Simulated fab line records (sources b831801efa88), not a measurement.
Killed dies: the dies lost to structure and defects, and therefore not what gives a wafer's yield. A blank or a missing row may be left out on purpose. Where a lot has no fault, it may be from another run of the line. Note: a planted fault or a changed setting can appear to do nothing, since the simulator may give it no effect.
Comparing a struck lot with a sound one + flow gf180mcu + 14 out of 602 route steps
Sound: these wafers, L757.2, L757.5, L757.6. Wafers L755.2, L755.4, L755.6 were the ones struck. The cause is given at the end.
At each step with rows: each side's tool, then ch and its chambers, then its first start. Under that, the readings that differ: sound wafers + struck wafers + difference of the means + sigmas: that difference in standard deviations of wafers without a fault.
alike: readings whose means differ by less than 2 such deviations, and words and numbers that are the same on both sides. not compared: withheld readings, readings that some wafer has no value for, bounds like >300 that may hide the same value, and numbers for which the record gives no deviation and whose values overlap.
A row with sigmas, a row that says differs or no value, or rows on one side alone: a step with any of these is where the two part. When numbers do not overlap yet have no deviation, they are printed without sigmas and do not part them. A reading missing from all wafers of one side parts the sides only when that side holds two or more wafers.

first, 8 steps without rows for these wafers: GF_V2_DEHYDRATE_06 (time 60 s); GF_V2_HMDS_07 (prime time 60 s); GF_V2_COAT_08; GF_V2_COAT_09 (resist thk 1000 nm); GF_V2_SOFTBAKE_10 (time 60 s); GF_V2_EXPOSE_11 (exposes mask Via2, target cd 260 nm); GF_V2_PEB_12 (peb time 87.81 s); GF_V2_DEVELOP_13 (develop time 60 s).
GF_V2_CD_MEAS_14: target cd 260 nm.
  sound on cd sem-01 at day 24 22:15; struck on cd sem-01 at day 23 23:55
  alike: cd nm
GF_V2_OVL_MEAS_15:
  sound on overlay-02 at day 24 22:22; struck on overlay-01 at day 24 00:01
  alike: V2_OVL
GF_V2_ETCH_16: etches BARC in N2/H2.
  sound on rie diel-03 ch 0,1,2, day 24 22:23; struck on rie diel-01 ch 0,3, day 24 00:02
  alike: drypump motor current A, h2 flow sccm, n2 flow sccm, oes product au, throttle valve pct
GF_V2_ETCH_17: etches SiO2 in C4F8/O2/Ar, stops on TiN, target depth 630 nm.
  sound on rie diel-03 ch 0,1,2; struck on rie diel-01 ch 0,3
  alike: oes product au
GF_V2_STRIP_18: strips in O2/N2.
  sound on plasma asher-04 ch 0,1, day 24 22:31; struck on plasma asher-01 ch 0,1, day 24 00:10
  no value came back on the struck wafers for any of 5 readings (chamber pressure mTorr (mTorr), drypump motor current A (A) and others); on the sound wafers chamber pressure mTorr (mTorr) reads 1500.3 1500.3 1500.7
  not compared: rf hours counter h
then, 1 step without rows for these wafers: GF_V2_STRIP_19 (strips in post etch residue remover, time 1200 s).

== WHERE THEY PART ==
GF_V2_STRIP_18 only, going by this record.

WHY: whatever the simulator had introduced
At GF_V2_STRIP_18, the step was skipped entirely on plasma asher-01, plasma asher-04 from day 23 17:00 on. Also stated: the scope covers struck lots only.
